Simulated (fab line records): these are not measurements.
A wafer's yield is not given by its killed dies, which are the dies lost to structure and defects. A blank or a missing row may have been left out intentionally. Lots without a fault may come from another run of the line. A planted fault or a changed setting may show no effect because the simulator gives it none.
Split-lot experiment / flow sky130 / 5 lots, 23 wafers read, on a route of 708 steps

## SPLIT DETAILS
At SKY_VT_ADJUST_HVTP_COAT_02 (resist thk 1140 nm), the setting resist_thk_nm was moved away from the recipe's 1140 nm on 6 of the 23 wafers read, by -5.9% to +3.7%. The other wafers ran this setting at the recipe's value.

The reading is taken at the split's own step.

## THE READING
NOVOLAK_of_VT_ADJUST_HVTP_COAT_02.thk_nm (the simulator's own value, which no gauge read), in nm, at SKY_VT_ADJUST_HVTP_COAT_02 (resist thk 1140 nm). The file gives no usual value for it. The 17 wafers here that ran the recipe average 1140 nm, standard deviation 2.2 nm.

wafer=L074.2; tool, chamber at the split=litho_track-02, 0; resist_thk_nm as run, nm=1140; against the recipe=recipe; NOVOLAK_of_VT_ADJUST_HVTP_COAT_02.thk_nm, nm=1140; against lot-mates on the recipe=-
wafer=L074.5; tool, chamber at the split=litho_track-02, 0; resist_thk_nm as run, nm=1140; against the recipe=recipe; NOVOLAK_of_VT_ADJUST_HVTP_COAT_02.thk_nm, nm=1140; against lot-mates on the recipe=-
wafer=L074.4; tool, chamber at the split=litho_track-02, 0; resist_thk_nm as run, nm=1140; against the recipe=recipe; NOVOLAK_of_VT_ADJUST_HVTP_COAT_02.thk_nm, nm=1138; against lot-mates on the recipe=-
wafer=L076.1; tool, chamber at the split=litho_track-03, 0; resist_thk_nm as run, nm=1073; against the recipe=-5.9%; NOVOLAK_of_VT_ADJUST_HVTP_COAT_02.thk_nm, nm=1076; against lot-mates on the recipe=-65
wafer=L076.2; tool, chamber at the split=litho_track-03, 0; resist_thk_nm as run, nm=1073; against the recipe=-5.9%; NOVOLAK_of_VT_ADJUST_HVTP_COAT_02.thk_nm, nm=1077; against lot-mates on the recipe=-64
wafer=L076.5; tool, chamber at the split=litho_track-03, 0; resist_thk_nm as run, nm=1073; against the recipe=-5.9%; NOVOLAK_of_VT_ADJUST_HVTP_COAT_02.thk_nm, nm=1077; against lot-mates on the recipe=-64
wafer=L076.4; tool, chamber at the split=litho_track-03, 0; resist_thk_nm as run, nm=1140; against the recipe=recipe; NOVOLAK_of_VT_ADJUST_HVTP_COAT_02.thk_nm, nm=1143; against lot-mates on the recipe=-
wafer=L076.6; tool, chamber at the split=litho_track-03, 0; resist_thk_nm as run, nm=1140; against the recipe=recipe; NOVOLAK_of_VT_ADJUST_HVTP_COAT_02.thk_nm, nm=1139; against lot-mates on the recipe=-
wafer=L081.1; tool, chamber at the split=litho_track-03, 0; resist_thk_nm as run, nm=1140; against the recipe=recipe; NOVOLAK_of_VT_ADJUST_HVTP_COAT_02.thk_nm, nm=1141; against lot-mates on the recipe=-
wafer=L081.3; tool, chamber at the split=litho_track-03, 0; resist_thk_nm as run, nm=1140; against the recipe=recipe; NOVOLAK_of_VT_ADJUST_HVTP_COAT_02.thk_nm, nm=1141; against lot-mates on the recipe=-
wafer=L081.6; tool, chamber at the split=litho_track-03, 0; resist_thk_nm as run, nm=1140; against the recipe=recipe; NOVOLAK_of_VT_ADJUST_HVTP_COAT_02.thk_nm, nm=1141; against lot-mates on the recipe=-
wafer=L081.2; tool, chamber at the split=litho_track-03, 0; resist_thk_nm as run, nm=1140; against the recipe=recipe; NOVOLAK_of_VT_ADJUST_HVTP_COAT_02.thk_nm, nm=1144; against lot-mates on the recipe=-
wafer=L081.5; tool, chamber at the split=litho_track-03, 0; resist_thk_nm as run, nm=1140; against the recipe=recipe; NOVOLAK_of_VT_ADJUST_HVTP_COAT_02.thk_nm, nm=1142; against lot-mates on the recipe=-
wafer=L083.1; tool, chamber at the split=litho_track-02, 0; resist_thk_nm as run, nm=1182; against the recipe=+3.7%; NOVOLAK_of_VT_ADJUST_HVTP_COAT_02.thk_nm, nm=1183; against lot-mates on the recipe=+40
wafer=L083.2; tool, chamber at the split=litho_track-02, 0; resist_thk_nm as run, nm=1182; against the recipe=+3.7%; NOVOLAK_of_VT_ADJUST_HVTP_COAT_02.thk_nm, nm=1184; against lot-mates on the recipe=+41
wafer=L083.3; tool, chamber at the split=litho_track-02, 0; resist_thk_nm as run, nm=1140; against the recipe=recipe; NOVOLAK_of_VT_ADJUST_HVTP_COAT_02.thk_nm, nm=1143; against lot-mates on the recipe=-
wafer=L083.6; tool, chamber at the split=litho_track-02, 0; resist_thk_nm as run, nm=1140; against the recipe=recipe; NOVOLAK_of_VT_ADJUST_HVTP_COAT_02.thk_nm, nm=1143; against lot-mates on the recipe=-
wafer=L083.4; tool, chamber at the split=litho_track-02, 0; resist_thk_nm as run, nm=1182; against the recipe=+3.7%; NOVOLAK_of_VT_ADJUST_HVTP_COAT_02.thk_nm, nm=1187; against lot-mates on the recipe=+44
wafer=L085.1; tool, chamber at the split=litho_track-03, 0; resist_thk_nm as run, nm=1140; against the recipe=recipe; NOVOLAK_of_VT_ADJUST_HVTP_COAT_02.thk_nm, nm=1137; against lot-mates on the recipe=-
wafer=L085.2; tool, chamber at the split=litho_track-03, 0; resist_thk_nm as run, nm=1140; against the recipe=recipe; NOVOLAK_of_VT_ADJUST_HVTP_COAT_02.thk_nm, nm=1141; against lot-mates on the recipe=-
wafer=L085.4; tool, chamber at the split=litho_track-03, 0; resist_thk_nm as run, nm=1140; against the recipe=recipe; NOVOLAK_of_VT_ADJUST_HVTP_COAT_02.thk_nm, nm=1141; against lot-mates on the recipe=-
wafer=L085.5; tool, chamber at the split=litho_track-03, 0; resist_thk_nm as run, nm=1140; against the recipe=recipe; NOVOLAK_of_VT_ADJUST_HVTP_COAT_02.thk_nm, nm=1136; against lot-mates on the recipe=-
wafer=L085.6; tool, chamber at the split=litho_track-03, 0; resist_thk_nm as run, nm=1140; against the recipe=recipe; NOVOLAK_of_VT_ADJUST_HVTP_COAT_02.thk_nm, nm=1138; against lot-mates on the recipe=-

FIT RESULTS
A straight line over all 23 wafers: NOVOLAK_of_VT_ADJUST_HVTP_COAT_02.thk_nm changes by +11.2 nm for each +1% of resist_thk_nm; r = +1.00; the points scatter about the line by 2.4 nm.
The same after taking each lot's own level away (the mean of its wafers on the recipe; 23 wafers): +11.1 nm for each +1%; r = +1.00; scatter 1.6 nm.
According to that fit, moving resist_thk_nm by its largest amount changes the reading by 65 nm.
Measured against the standard deviation above, the lots' own levels, which go from 1138.6 to 1143.0 nm, span 2.0 times it.
So the lot-to-lot level changes the slope little: the two slopes agree.
Check: for one of the wafers moved furthest among these (-5.9%), held out of the fit, the line's prediction against its lot-mates is -64.7 nm. Against them it came out at -65 nm.

## OTHER SPLITS APPLIED TO THESE WAFERS
Before the reading, these wafers also passed through other splits. Each is held against what the fit with the lots' levels taken away leaves over:
other split on the same wafers=SKY_FIELD_ISO_OXIDATION_01 temp_c; wafers away from the commonest value=15; r with NOVOLAK_of_VT_ADJUST_HVTP_COAT_02.thk_nm (lot level and that fit taken away)=+0.13
other split on the same wafers=SKY_DNWELL_SOFTBAKE_03 temp_c; wafers away from the commonest value=6; r with NOVOLAK_of_VT_ADJUST_HVTP_COAT_02.thk_nm (lot level and that fit taken away)=+0.22
other split on the same wafers=SKY_PWDE_COAT_02 resist_thk_nm; wafers away from the commonest value=9; r with NOVOLAK_of_VT_ADJUST_HVTP_COAT_02.thk_nm (lot level and that fit taken away)=+0.09
other split on the same wafers=SKY_PWDE_IMPLANT_08 energy_kev; wafers away from the commonest value=10; r with NOVOLAK_of_VT_ADJUST_HVTP_COAT_02.thk_nm (lot level and that fit taken away)=+0.39
other split on the same wafers=SKY_NWELL_IMPLANT_24 energy_kev; wafers away from the commonest value=9; r with NOVOLAK_of_VT_ADJUST_HVTP_COAT_02.thk_nm (lot level and that fit taken away)=+0.11

## THE WHOLE CHAIN: every reading that the file lists as answering this split, in the file's order
step=SKY_VT_ADJUST_HVTP_COAT_02; what it does=resist thk 1140 nm; reading=NOVOLAK_of_VT_ADJUST_HVTP_COAT_02.thk_nm (the simulator's own value, which no gauge read); change (the file's fit)=+11 nm for each +1% of the setting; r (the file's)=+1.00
step=SKY_VT_ADJUST_HVTP_STRIP_10; what it does=strips in O2/N2; reading=strip_time_to_endpoint_s; change (the file's fit)=withheld for each +1% of the setting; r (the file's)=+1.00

## FILE'S OWN FIT
NOVOLAK_of_VT_ADJUST_HVTP_COAT_02.thk_nm changes by +11 nm for each +1% of resist_thk_nm, r = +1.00.
